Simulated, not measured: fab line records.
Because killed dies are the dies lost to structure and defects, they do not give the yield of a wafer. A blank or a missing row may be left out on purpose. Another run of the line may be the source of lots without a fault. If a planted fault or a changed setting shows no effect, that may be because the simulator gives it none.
fab line records | flow gf180mcu | part 1 of 2: steps 1 to 35 of 49
[record] lots = 5 wafers = 15 last_day = 32
route steps=602 shown HV_LDD@208 NSD@235 PSD@248
lots that met no fault: taken from a fault-free run of the same line
start_h: hours from the record's first day to the start of the lot's first wafer shown | wait_h: time in hours since the lot's previous step | " same as the row above | L1.1+2: a row that stands for several wafers | - either no value or no given start | * or withheld: withheld | < > ~ a bound
route shown NAME@n: NAME is a module with steps in the file, n the number in the route of the first one | usual: mean/standard deviation taken from wafers without a fault | same: alike in all rows | chamber/n: place in a boat | sites: readings site by site | _std_site: their standard deviation | _edge_site: mean of outer sites minus mean of inner sites | radius_mm: for every site, how far away it sits from the centre of the wafer | mask NAME#n: copy n | behind: the tool/chamber that last shaped the wafer | hold: why the lot went on hold/how many hours it stayed there/how the hold came to an end | device: names the non-switching transistor (n, p or np) | end of line: the same wafers' tests at the end of the route | a step with no rows: only its recipe | killed: count of dies lost to structure and defects at first sort (not the wafer's yield) | map: dies across one wafer; x = killed, . = not, _ = none there
set.NAME: the run value of the setting; set.NAME@STEP: its run value at that earlier step | model.NAME: the simulator's own value behind a step, which no gauge read
lots seen at some steps along the route; tables by step, rows by wafer
services: the hour from which a tool's chamber was out of use, counted from the record's first day as start_h (under 0 if before that day), plus the number of hours and why
[[steps]]
[step GF_HV_LDD_OVL_MEAS_32]
[usual] HV_LDD_02_OVL = 0.7/1.5
// columns lot.wafer tool chamber start_h wait_h HV_LDD_02_OVL[nm]
L077.2 overlay-01 - 278.65 0.1 -0.1
L077.4 " - " " -0.6
L077.5 " - " " 0.2
L078.2 overlay-01 - 281.83 0.1 -1.5
L078.5 " - " " -0.7
L078.6 " - " " -0.5
L079.3 overlay-01 - 293.09 0.1 -1.5
L079.4 " - " " 1.1
L079.5 " - " " -1.4
L084.2 overlay-02 - 332.38 0.1 2.3
L084.3 " - " " 2.3
L084.5 " - " " 0.2
L087.1 overlay-01 - 353.39 0.1 0.0
L087.5 " - " " -0.7
L087.6 " - " " -1.6
[step GF_HV_LDD_IMPLANT_33]
[recipe] species = P energy_kev = 60 dose_cm2 = 7.5e+12 tilt_deg = 29.42 rotation_deg = 0
// columns lot.wafer tool chamber start_h wait_h
L077.2+4+5 implanter-01 0 278.71 0.0
L078.2+5+6 implanter-01 0 281.89 0.0
L079.3+4+5 implanter-04 0 293.16 0.1
L084.2+3+5 implanter-04 0 332.44 0.0
L087.1+5+6 implanter-01 0 353.43 0.0
[step GF_HV_LDD_IMPLANT_34]
[recipe] species = P energy_kev = 60 dose_cm2 = 7.5e+12 tilt_deg = 30 rotation_deg = 90
// columns lot.wafer tool chamber start_h wait_h
L077.2+4+5 implanter-01 0 278.86 0.1
L078.2+5+6 implanter-01 0 282.04 0.1
L079.3+4+5 implanter-04 0 293.31 0.1
L084.2+3+5 implanter-04 0 332.59 0.1
L087.1+5+6 implanter-01 0 353.58 0.1
[step GF_HV_LDD_IMPLANT_35]
[recipe] species = P energy_kev = 60 dose_cm2 = 7.5e+12 tilt_deg = 30 rotation_deg = 180
// columns lot.wafer tool chamber start_h wait_h
L077.2+4+5 implanter-01 0 279.01 0.1
L078.2+5+6 implanter-01 0 282.19 0.1
L079.3+4+5 implanter-04 0 293.46 0.1
L084.2+3+5 implanter-04 0 332.74 0.1
L087.1+5+6 implanter-01 0 353.73 0.1
[step GF_HV_LDD_IMPLANT_36]
[recipe] species = P energy_kev = 60 dose_cm2 = 7.5e+12 tilt_deg = 30 rotation_deg = 270
// columns lot.wafer tool chamber start_h wait_h
L077.2+4+5 implanter-01 0 279.16 0.1
L078.2+5+6 implanter-01 0 282.34 0.1
L079.3+4+5 implanter-04 0 306.89 13.4
L084.2+3+5 implanter-04 0 332.89 0.1
L087.1+5+6 implanter-01 0 353.88 0.1
[step GF_HV_LDD_STRIP_37]
[recipe] chemistry = O2/N2 power_w = 1400 pressure_mtorr = 1500 platen_temp_c = 250 o2_flow_sccm = 3000 n2_flow_sccm = 300 overash_fraction = 0.5
[usual] drypump_motor_current_A = 5.7/0.58 heater_power_w = 357/54 oes_product_au = 0.716/0.0048 strip_time_to_endpoint_s = 12.63/0.037
// columns lot.wafer tool chamber start_h wait_h drypump_motor_current_A heater_power_w oes_product_au rf_hours_counter_h strip_time_to_endpoint_s
L077.2 plasma_asher-03 1 279.28 0.1 6.3 302 0.726 61 12.70
L077.4 " 0 " " 5.5 434 0.722 - 12.70
L077.5 " 0 " " 5.5 435 0.724 - 12.71
L078.2 plasma_asher-03 1 282.46 0.1 6.3 306 0.709 61 12.64
L078.5 " 1 " " 6.3 303 0.716 - 12.63
L078.6 " 0 " " 5.5 433 0.713 - 12.65
L079.3 plasma_asher-03 1 307.02 0.1 6.3 310 0.715 - 12.59
L079.4 " 0 " " 5.5 440 0.718 - 12.59
L079.5 " 1 " " 6.3 310 0.716 - 12.62
L084.2 plasma_asher-04 1 333.01 0.1 4.7 338 0.716 57 12.60
L084.3 " 1 " " 4.7 342 0.715 - 12.60
L084.5 " 1 " " 4.7 341 0.715 - 12.60
L087.1 plasma_asher-03 1 354.03 0.1 6.3 303 0.717 68 12.64
L087.5 " 0 " " 5.5 437 0.723 - 12.62
L087.6 " 1 " " 6.3 308 0.711 - 12.66
[step GF_HV_LDD_TW_MEAS_38]
[usual] HV_LDD_3_TW = 1436/7.7
// columns lot.wafer tool chamber start_h wait_h HV_LDD_3_TW
L077.2 film_metro-04 - 279.39 0.1 1431
L077.4 " - " " 1429
L077.5 " - " " 1435
L078.2 film_metro-01 - 282.57 0.1 1431
L078.5 " - " " 1438
L078.6 " - " " 1437
L079.3 film_metro-04 - 307.11 0.1 1441
L079.4 " - " " 1447
L079.5 " - " " 1447
L084.2 film_metro-03 - 333.27 0.2 1433
L084.3 " - " " 1430
L084.5 " - " " 1436
L087.1 film_metro-03 - 354.13 0.1 1446
L087.5 " - " " 1446
L087.6 " - " " 1445
[step GF_HV_LDD_DEHYDRATE_39]
[recipe] temp_c = 200 time_s = 60
// columns lot.wafer tool chamber start_h wait_h
L077.2+4+5 litho_track-01 0 289.30 9.9
L078.2+5+6 litho_track-04 0 291.46 8.9
L079.3+4+5 litho_track-03 0 316.51 9.4
L084.2+3+5 litho_track-04 0 343.06 9.8
L087.1+5+6 litho_track-01 0 364.32 10.2
[step GF_HV_LDD_HMDS_40]
[recipe] prime_time_s = 60 prime_temp_c = 120
[same] prime_time_s = 60
// columns lot.wafer tool chamber start_h wait_h
L077.2+4+5 litho_track-01 0 289.45 0.1
L078.2+5+6 litho_track-04 0 291.61 0.1
L079.3+4+5 litho_track-03 0 316.66 0.1
L084.2+3+5 litho_track-04 0 343.21 0.1
L087.1+5+6 litho_track-01 0 364.47 0.1
[step GF_HV_LDD_COAT_41]
[recipe] resist = NOVOLAK spin_rpm = 3000 resist_thk_nm = 1000
// columns lot.wafer tool chamber start_h wait_h
L077.2+4+5 litho_track-01 0 289.60 0.1
L078.2+5+6 litho_track-04 0 291.76 0.1
L079.3+4+5 litho_track-03 0 316.81 0.1
L084.2+3+5 litho_track-04 0 343.36 0.1
L087.1+5+6 litho_track-01 0 364.62 0.1
[step GF_HV_LDD_SOFTBAKE_42]
[recipe] temp_c = 90 time_s = 60 resist = NOVOLAK
// columns lot.wafer tool chamber start_h wait_h
L077.2+4+5 litho_track-01 0 289.75 0.1
L078.2+5+6 litho_track-04 0 291.91 0.1
L079.3+4+5 litho_track-03 0 316.96 0.1
L084.2+3+5 litho_track-04 0 343.51 0.1
L087.1+5+6 litho_track-01 0 364.77 0.1
[step GF_HV_LDD_EXPOSE_43]
[recipe] mask_id = Pplus_HV_AREA target_cd_nm = 400 na = 0.6 source_shape = conventional sigma_outer = 0.6 dose_mj = 140
// columns lot.wafer tool chamber start_h wait_h mask
L077.2+4+5 iline_stepper-02 0 - - Pplus_HV_AREA#0
L078.2+5+6 iline_stepper-02 0 - - Pplus_HV_AREA#0
L079.3+4+5 iline_stepper-01 0 - - Pplus_HV_AREA#0
L084.2+3+5 iline_stepper-01 0 - - Pplus_HV_AREA#0
L087.1+5+6 iline_stepper-02 0 - - Pplus_HV_AREA#0
[step GF_HV_LDD_PEB_44]
[recipe] temp_c = withheld time_s = * resist = NOVOLAK
// columns lot.wafer tool chamber start_h wait_h
L077.2+4+5 litho_track-03 0 - -
L078.2+5+6 litho_track-01 0 - -
L079.3+4+5 litho_track-03 0 - -
L084.2+3+5 litho_track-01 0 - -
L087.1+5+6 litho_track-01 0 - -
[step GF_HV_LDD_DEVELOP_45]
[recipe] develop_time_s = 60 dev_temp_c = 23
// columns lot.wafer tool chamber start_h wait_h
L077.2+4+5 litho_track-03 0 298.88 0.1
L078.2+5+6 litho_track-01 0 301.85 0.1
L079.3+4+5 litho_track-03 0 327.71 0.1
L084.2+3+5 litho_track-01 0 354.35 0.1
L087.1+5+6 litho_track-01 0 376.47 0.1
[step GF_HV_LDD_CD_MEAS_46]
[recipe] target_cd_nm = 400
[usual] cd_nm = 400.0/2.5
// columns lot.wafer tool chamber start_h wait_h cd_nm
L077.2 cd_sem-02 - 299.03 0.1 399.8
L077.4 " - " " 401.3
L077.5 " - " " 400.0
L078.2 cd_sem-01 - 301.99 0.1 398.2
L078.5 " - " " 402.0
L078.6 " - " " 397.5
L079.3 cd_sem-02 - 327.85 0.1 398.3
L079.4 " - " " 398.6
L079.5 " - " " 398.9
L084.2 cd_sem-01 - 354.49 0.1 401.8
L084.3 " - " " 402.3
L084.5 " - " " 400.9
L087.1 cd_sem-02 - 376.62 0.1 399.3
L087.5 " - " " 398.7
L087.6 " - " " 398.0
[step GF_HV_LDD_OVL_MEAS_47]
[usual] HV_LDD_03_OVL = 0.1/1.3
// columns lot.wafer tool chamber start_h wait_h HV_LDD_03_OVL[nm]
L077.2 overlay-01 - 299.13 0.1 0.2
L077.4 " - " " -0.1
L077.5 " - " " 0.0
L078.2 overlay-01 - 302.10 0.1 0.1
L078.5 " - " " 0.5
L078.6 " - " " 0.0
L079.3 overlay-01 - 327.94 0.1 0.5
L079.4 " - " " -0.6
L079.5 " - " " 1.2
L084.2 overlay-01 - 354.60 0.1 1.1
L084.3 " - " " 0.4
L084.5 " - " " 0.3
L087.1 overlay-02 - 376.74 0.1 0.7
L087.5 " - " " 1.0
L087.6 " - " " 2.2
[step GF_HV_LDD_IMPLANT_48]
[recipe] species = B energy_kev = 25 dose_cm2 = 3e+13 tilt_deg = 7
// columns lot.wafer tool chamber start_h wait_h
L077.2+4+5 implanter-03 0 299.19 0.0
L078.2+5+6 implanter-01 0 302.16 0.0
L079.3+4+5 implanter-01 0 328.01 0.1
L084.2+3+5 implanter-03 0 354.65 0.0
L087.1+5+6 implanter-04 0 376.78 0.0
[step GF_HV_LDD_STRIP_49]
[recipe] chemistry = O2/N2 power_w = 1400 pressure_mtorr = 1500 platen_temp_c = 250 o2_flow_sccm = 3000 n2_flow_sccm = 300 overash_fraction = 0.5
[usual] drypump_motor_current_A = 5.8/0.54 heater_power_w = 355/45 oes_product_au = 0.716/0.0042 strip_time_to_endpoint_s = 12.622/0.029
// columns lot.wafer tool chamber start_h wait_h drypump_motor_current_A heater_power_w oes_product_au rf_hours_counter_h strip_time_to_endpoint_s
L077.2 plasma_asher-01 0 299.31 0.1 5.7 382 0.722 67 12.607
L077.4 " 1 " " 6.1 325 0.712 - 12.620
L077.5 " 0 " " 5.7 373 0.706 - 12.648
L078.2 plasma_asher-01 1 302.28 0.1 6.1 329 0.717 68 12.648
L078.5 " 0 " " 5.6 370 0.717 - 12.650
L078.6 " 1 " " 6.1 328 0.711 - 12.649
L079.3 plasma_asher-01 0 328.14 0.1 5.6 373 0.720 - 12.651
L079.4 " 1 " " 6.0 332 0.712 - 12.605
L079.5 " 1 " " 6.0 327 0.716 - 12.627
L084.2 plasma_asher-01 0 354.78 0.1 5.7 370 0.711 73 12.587
L084.3 " 1 " " 6.1 340 0.714 - 12.595
L084.5 " 1 " " 6.1 332 0.713 - 12.565
L087.1 plasma_asher-04 1 376.93 0.1 4.6 341 0.712 62 12.602
L087.5 " 0 " " 6.2 330 0.714 - 12.591
L087.6 " 1 " " 4.6 340 0.718 - 12.625
[step GF_HV_LDD_TW_MEAS_50]
[usual] HV_LDD_4_TW = 570/3
// columns lot.wafer tool chamber start_h wait_h HV_LDD_4_TW
L077.2 film_metro-01 - 299.42 0.1 570
L077.4 " - " " 569
L077.5 " - " " 569
L078.2 film_metro-03 - 302.39 0.1 572
L078.5 " - " " 573
L078.6 " - " " 574
L079.3 film_metro-04 - 328.23 0.1 565
L079.4 " - " " 568
L079.5 " - " " 569
L084.2 film_metro-04 - 354.89 0.1 567
L084.3 " - " " 566
L084.5 " - " " 565
L087.1 film_metro-03 - 377.03 0.1 569
L087.5 " - " " 572
L087.6 " - " " 570
[step GF_HV_LDD_CLEAN_51]
[recipe] chemistry = SC1/SC2 mix = 1:4:20 temp_c = 70 time_s = 150 dry = n2_spin
// columns lot.wafer tool chamber start_h wait_h
L077.2+4+5 wet_bench-04 2 299.47 0.0
L078.2+5+6 wet_bench-03 0 302.44 0.0
L079.3+4+5 wet_bench-03 3 328.27 0.0
L084.2+3+5 wet_bench-04 0 354.94 0.0
L087.1+5+6 wet_bench-01 3 377.09 0.1
[step GF_HV_LDD_RTA_52]
[recipe] temp_c = 1000 time_s = 10 ambient = N2
[usual] lamp_power_pct = 31.56/0.12 wafer_temp_C_max = 1006.4/2.1
// columns lot.wafer tool chamber start_h wait_h lamp_power_pct wafer_temp_C_max
L077.2 rtp_anneal-02 0 299.54 0.0 31.49 1008.9
L077.4 " 0 " " 31.47 1009.5
L077.5 " 0 " " 31.46 1006.1
L078.2 rtp_anneal-01 0 302.57 0.0 31.74 1003.8
L078.5 " 0 " " 31.72 1004.1
L078.6 " 0 " " 31.72 1003.9
L079.3 rtp_anneal-02 0 328.34 0.0 31.46 1008.8
L079.4 " 0 " " 31.49 1006.8
L079.5 " 0 " " 31.54 1008.7
L084.2 rtp_anneal-02 0 355.00 0.0 31.43 1007.8
L084.3 " 0 " " 31.45 1006.9
L084.5 " 0 " " 31.47 1007.9
L087.1 rtp_anneal-01 0 377.14 0.0 31.66 1005.0
L087.5 " 0 " " 31.72 1005.9
L087.6 " 0 " " 31.75 1003.7
[step GF_HV_LDD_CVD_54]
[recipe] material = SiO2 target_thk_nm = 10 precursor = TEOS temp_c = 680 time_s = 75 pressure_mtorr = 400
// columns lot.wafer tool chamber start_h wait_h
L077.2+4+5 lpcvd-01 1 299.71 0.1
L078.2+5+6 lpcvd-02 0 302.75 0.1
L079.3+4+5 lpcvd-01 1 328.94 0.5
L084.2+3+5 lpcvd-02 0 355.18 0.1
L087.1+5+6 lpcvd-02 0 377.33 0.1
[step GF_HV_LDD_THK_MEAS_55]
[recipe] reads = SiO2_of_HV_LDD_CVD_54
[usual] HV_LDD_CVD_54_THK = 10.01/0.16
// columns lot.wafer tool chamber start_h wait_h HV_LDD_CVD_54_THK[nm]
L077.2 film_metro-01 - 300.74 0.0 10.15
L077.4 " - " " 10.08
L077.5 " - " " 10.14
L078.2 film_metro-03 - 303.78 0.0 9.79
L078.5 " - " " 9.81
L078.6 " - " " 9.80
L079.3 film_metro-01 - 329.98 0.0 10.00
L079.4 " - " " 10.00
L079.5 " - " " 9.99
L084.2 film_metro-03 - 356.21 0.0 10.01
L084.3 " - " " 10.03
L084.5 " - " " 10.13
L087.1 film_metro-01 - 378.35 0.0 9.85
L087.5 " - " " 9.78
L087.6 " - " " 9.75
[step GF_HV_LDD_CVD_56]
[recipe] material = Si3N4 precursor = DCS/NH3 target_thk_nm = 90 temp_c = 770 time_s = 1543 pressure_mtorr = 250
// columns lot.wafer tool chamber start_h wait_h
L077.2+4+5 lpcvd-02 0 300.79 0.0
L078.2+5+6 lpcvd-02 1 303.83 0.0
L079.3+4+5 lpcvd-02 1 330.02 0.0
L084.2+3+5 lpcvd-01 1 356.26 0.0
L087.1+5+6 lpcvd-02 1 378.41 0.1
[step GF_HV_LDD_THK_MEAS_57]
[recipe] reads = Si3N4_of_HV_LDD_CVD_56
[usual] HV_LDD_CVD_56_THK = 90.2/0.98
// columns lot.wafer tool chamber start_h wait_h HV_LDD_CVD_56_THK[nm]
L077.2 film_metro-01 - 302.23 0.0 90.5
L077.4 " - " " 91.0
L077.5 " - " " 90.0
L078.2 film_metro-04 - 305.27 0.0 90.2
L078.5 " - " " 89.5
L078.6 " - " " 88.7
L079.3 film_metro-01 - 331.47 0.0 90.6
L079.4 " - " " 90.6
L079.5 " - " " 89.7
L084.2 film_metro-03 - 358.41 0.0 91.4
L084.3 " - " " 91.0
L084.5 " - " " 90.9
L087.1 film_metro-04 - 379.84 0.0 90.3
L087.5 " - " " 90.2
L087.6 " - " " 90.6
[step GF_HV_LDD_ETCHBACK_58]
[recipe] chemistry = CH3F/O2 target = Si3N4 stop_on = SiO2 source_w = 400 bias_w = 80 pressure_mtorr = 25 ch3f_flow_sccm = 40 O2_flow_sccm = 30 time_s = 100 target_depth_a = 900
[usual] drypump_motor_current_A = 5.7/0.49 oes_product_au = 0.843/0.0071 throttle_valve_pct = 10.560/0.0097
// columns lot.wafer tool chamber start_h wait_h drypump_motor_current_A oes_product_au rf_hours_counter_h throttle_valve_pct
L077.2 rie_diel-01 0 302.28 0.0 5.1 0.840 4 10.563
L077.4 " 3 " " 5.3 0.846 83 10.560
L077.5 " 2 " " 4.9 0.845 - 10.570
L078.2 rie_diel-01 2 305.32 0.0 4.9 0.841 116 10.561
L078.5 " 1 " " 6.3 0.840 - 10.553
L078.6 " 2 " " 4.9 0.833 - 10.553
L079.3 rie_diel-02 1 331.51 0.0 5.9 0.855 79 10.559
L079.4 " 2 " " 6.2 0.844 87 10.556
L079.5 " 3 " " 5.7 0.840 - 10.546
L084.2 rie_diel-01 3 358.46 0.0 5.3 0.850 85 10.560
L084.3 " 0 " " 5.1 0.849 5 10.556
L084.5 " 2 " " 4.9 0.842 - 10.548
L087.1 rie_diel-02 0 379.90 0.1 5.1 0.840 43 10.564
L087.5 " 1 " " 5.9 0.838 - 10.563
L087.6 " 2 " " 6.2 0.847 - 10.569
[step GF_NSD_DEHYDRATE_00]
[recipe] temp_c = 200 time_s = 60
// columns lot.wafer tool chamber start_h wait_h
L077.2+4+5 litho_track-01 0 311.65 9.3
L078.2+5+6 litho_track-02 0 314.47 9.1
L079.3+4+5 litho_track-03 0 341.16 9.6
L084.2+3+5 litho_track-02 0 368.97 10.5
L087.1+5+6 litho_track-02 0 390.64 10.7
[step GF_NSD_HMDS_01]
[recipe] prime_time_s = 60 prime_temp_c = 120
[same] prime_time_s = 60
// columns lot.wafer tool chamber start_h wait_h
L077.2+4+5 litho_track-01 0 311.80 0.1
L078.2+5+6 litho_track-02 0 314.62 0.1
L079.3+4+5 litho_track-03 0 341.31 0.1
L084.2+3+5 litho_track-02 0 369.12 0.1
L087.1+5+6 litho_track-02 0 390.79 0.1
[step GF_NSD_COAT_02]
[recipe] resist = NOVOLAK spin_rpm = 3000 resist_thk_nm = 1000
// columns lot.wafer tool chamber start_h wait_h
L077.2+4+5 litho_track-01 0 311.95 0.1
L078.2+5+6 litho_track-02 0 314.77 0.1
L079.3+4+5 litho_track-03 0 341.46 0.1
L084.2+3+5 litho_track-02 0 369.27 0.1
L087.1+5+6 litho_track-02 0 390.94 0.1
[step GF_NSD_SOFTBAKE_03]
[recipe] temp_c = 90 time_s = 60 resist = NOVOLAK
// columns lot.wafer tool chamber start_h wait_h
L077.2+4+5 litho_track-01 0 312.10 0.1
L078.2+5+6 litho_track-02 0 314.92 0.1
L079.3+4+5 litho_track-03 0 341.61 0.1
L084.2+3+5 litho_track-02 0 369.42 0.1
L087.1+5+6 litho_track-02 0 391.09 0.1
[step GF_NSD_EXPOSE_04]
[recipe] mask_id = Nplus target_cd_nm = 400 na = 0.6 source_shape = conventional sigma_outer = 0.6 dose_mj = 140
// columns lot.wafer tool chamber start_h wait_h mask
L077.2+4+5 iline_stepper-01 0 - - Nplus#0
L078.2+5+6 iline_stepper-01 0 - - Nplus#0
L079.3+4+5 iline_stepper-01 0 - - Nplus#0
L084.2+3+5 iline_stepper-02 0 - - Nplus#0
L087.1+5+6 iline_stepper-01 0 - - Nplus#0
[step GF_NSD_PEB_05]
[recipe] temp_c = withheld time_s = * resist = NOVOLAK
// columns lot.wafer tool chamber start_h wait_h
L077.2+4+5 litho_track-03 0 - -
L078.2+5+6 litho_track-03 0 - -
L079.3+4+5 litho_track-01 0 - -
L084.2+3+5 litho_track-01 0 - -
L087.1+5+6 litho_track-01 0 - -
[step GF_NSD_DEVELOP_06]
[recipe] develop_time_s = 60 dev_temp_c = 23
// columns lot.wafer tool chamber start_h wait_h
L077.2+4+5 litho_track-03 0 322.23 0.1
L078.2+5+6 litho_track-03 0 325.53 0.1
L079.3+4+5 litho_track-01 0 352.87 0.1
L084.2+3+5 litho_track-01 0 381.00 0.1
L087.1+5+6 litho_track-01 0 402.92 0.1
[step GF_NSD_CD_MEAS_07]
[recipe] target_cd_nm = 400
[usual] cd_nm = 399.9/2.5
// columns lot.wafer tool chamber start_h wait_h cd_nm
L077.2 cd_sem-01 - 322.38 0.1 394.6
L077.4 " - " " 396.4
L077.5 " - " " 396.3
L078.2 cd_sem-02 - 325.68 0.1 399.0
L078.5 " - " " 401.0
L078.6 " - " " 399.5
L079.3 cd_sem-01 - 353.01 0.1 398.7
L079.4 " - " " 398.4
L079.5 " - " " 397.7
L084.2 cd_sem-02 - 381.14 0.1 399.4
L084.3 " - " " 398.0
L084.5 " - " " 397.9
L087.1 cd_sem-02 - 403.07 0.1 399.5
L087.5 " - " " 400.4
L087.6 " - " " 399.8
[step GF_NSD_OVL_MEAS_08]
[usual] NSD_OVL = -0.9/1.3
// columns lot.wafer tool chamber start_h wait_h NSD_OVL[nm]
L077.2 overlay-01 - 322.48 0.1 0.3
L077.4 " - " " -2.7
L077.5 " - " " -1.6
L078.2 overlay-02 - 325.78 0.1 2.4
L078.5 " - " " 1.1
L078.6 " - " " -1.4
L079.3 overlay-02 - 353.11 0.1 -1.3
L079.4 " - " " -0.8
L079.5 " - " " -1.0
L084.2 overlay-01 - 381.25 0.1 -2.7
L084.3 " - " " -0.7
L084.5 " - " " -0.7
L087.1 overlay-02 - 403.19 0.1 -0.3
L087.5 " - " " 2.1
L087.6 " - " " 0.9
